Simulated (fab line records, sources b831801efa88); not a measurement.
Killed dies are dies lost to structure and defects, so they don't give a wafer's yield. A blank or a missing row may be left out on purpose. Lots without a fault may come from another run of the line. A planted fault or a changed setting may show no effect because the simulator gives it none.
Chamber matching | flow gf180mcu | GF_V5_CVD_02 on pecvd-04: 3 sister chambers
The step deposits SiO2 from TEOS, target thk 1450 nm, time 163.28 s. 14 wafers are shown with their chamber, then 7 later ones without.

WAFERS WITH THEIR CHAMBER
wafer  | chamber | heater_power_w (W) | rf_fwd_power_W (W)
L344.2 | 2       | 719                | 599.8
L344.3 | 0       | 834                | 595.1
L344.4 | 1       | 578                | 597.9
L345.2 | 1       | 467                | 598.7
L345.3 | 0       | 718                | 598.2
L345.5 | 2       | 609                | 596.9
L352.1 | 2       | 677                | 594.9
L352.2 | 1       | 521                | 597.1
L352.3 | 0       | 806                | 594.4
L355.1 | 0       | 725                | 597.9
L355.3 | 2       | 587                | 597.3
L355.4 | 0       | 838                | 598.8
L357.2 | 1       | 496                | 595.8
L357.3 | 0       | 685                | 599.9

SIGNATURES (means of the wafers above)
reading        | chamber 0 | chamber 1 | chamber 2 | scatter within a chamber
heater_power_w | 767.67    | 515.50    | 648.00    | 60.1
rf_fwd_power_W | 597.383   | 597.375   | 597.225   | 1.91
Rule: a wafer's distance from a chamber is the root of the sum, over the readings, of the square of ((its reading less the chamber's mean) divided by the reading's scatter). The wafer belongs to the nearest chamber; if the next one is less than 2 further off, it can't be placed. The scatter: the root of (the sum of the squares of (reading less its chamber's mean) over the shown wafers, divided by (wafers less chambers)).

WAFERS WITHOUT THEIR CHAMBER
wafer  | heater_power_w (W) | rf_fwd_power_W (W)
L357.6 | 555                | 597.3
L359.2 | 552                | 599.6
L359.3 | 824                | 599.6
L359.5 | 457                | 599.2
L367.1 | 535                | 599.4
L367.2 | 667                | 597.5
L367.6 | 727                | 597.7

WHICH CHAMBER EACH WENT THROUGH
wafer  | from the rows above     | in truth
L357.6 | can't be placed: 1 or 2 | 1
L359.2 | can't be placed: 1 or 2 | 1
L359.3 | can't be placed: 0 or 2 | 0
L359.5 | can't be placed: 1 or 2 | 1
L367.1 | can't be placed: 1 or 2 | 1
L367.2 | can't be placed: 2 or 0 | 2
L367.6 | can't be placed: 0 or 2 | 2
Placed correctly: 0 of 7. Can't be placed from these rows: 7 (the true chamber is among the candidates in 7). Placed wrongly: 0.
